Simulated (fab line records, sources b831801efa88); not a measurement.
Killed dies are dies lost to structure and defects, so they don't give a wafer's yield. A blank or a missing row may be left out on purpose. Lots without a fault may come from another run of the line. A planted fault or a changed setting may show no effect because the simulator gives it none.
Chamber matching | flow sky130 | SKY_METAL3_ETCH_17 on rie_diel-04: 4 sister chambers
The step etches SiO2 in C4F8/O2/Ar, stops on TiN, time 3.9 s, target depth 15 nm. 8 wafers are shown with their chamber, then 8 later ones without.

WAFERS WITH THEIR CHAMBER
wafer  | chamber | oes_product_au (a.u.)
L078.1 | 3       | 0.744
L085.4 | 2       | 0.756
L085.5 | 3       | 0.752
L087.5 | 1       | 0.753
L088.1 | 1       | 0.756
L088.2 | 0       | 0.758
L088.6 | 0       | 0.750
L089.1 | 2       | 0.744

WAFERS WITHOUT THEIR CHAMBER
wafer  | oes_product_au (a.u.)
L089.2 | 0.752
L089.4 | 0.763
L092.2 | 0.753
L092.3 | 0.753
L092.4 | 0.748
L095.2 | 0.743
L095.3 | 0.744
L095.5 | 0.757

WHICH CHAMBER EACH WENT THROUGH
wafer  | from the rows above               | in truth
L089.2 | can't be placed: 0 or 2 or 1 or 3 | 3
L089.4 | can't be placed: 1 or 0 or 2 or 3 | 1
L092.2 | can't be placed: 0 or 1 or 2 or 3 | 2
L092.3 | can't be placed: 0 or 1 or 2 or 3 | 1
L092.4 | can't be placed: 3 or 2 or 0 or 1 | 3
L095.2 | can't be placed: 3 or 2 or 0 or 1 | 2
L095.3 | can't be placed: 3 or 2 or 0 or 1 | 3
L095.5 | can't be placed: 1 or 0 or 2 or 3 | 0
Placed correctly: 0 of 8. Can't be placed from these rows: 8 (the true chamber is among the candidates in 8). Placed wrongly: 0.
How it was worked out, from the rows above alone: a wafer's distance from a chamber is the root of the sum, over the readings, of the square of ((its reading less the chamber's mean) divided by the reading's scatter). The wafer belongs to the nearest chamber; if the next one is less than 2 further off, it can't be placed. A chamber's mean is the mean of its shown wafers. The scatter: the root of (the sum of the squares of (reading less its chamber's mean) over the shown wafers, divided by (wafers less chambers)).
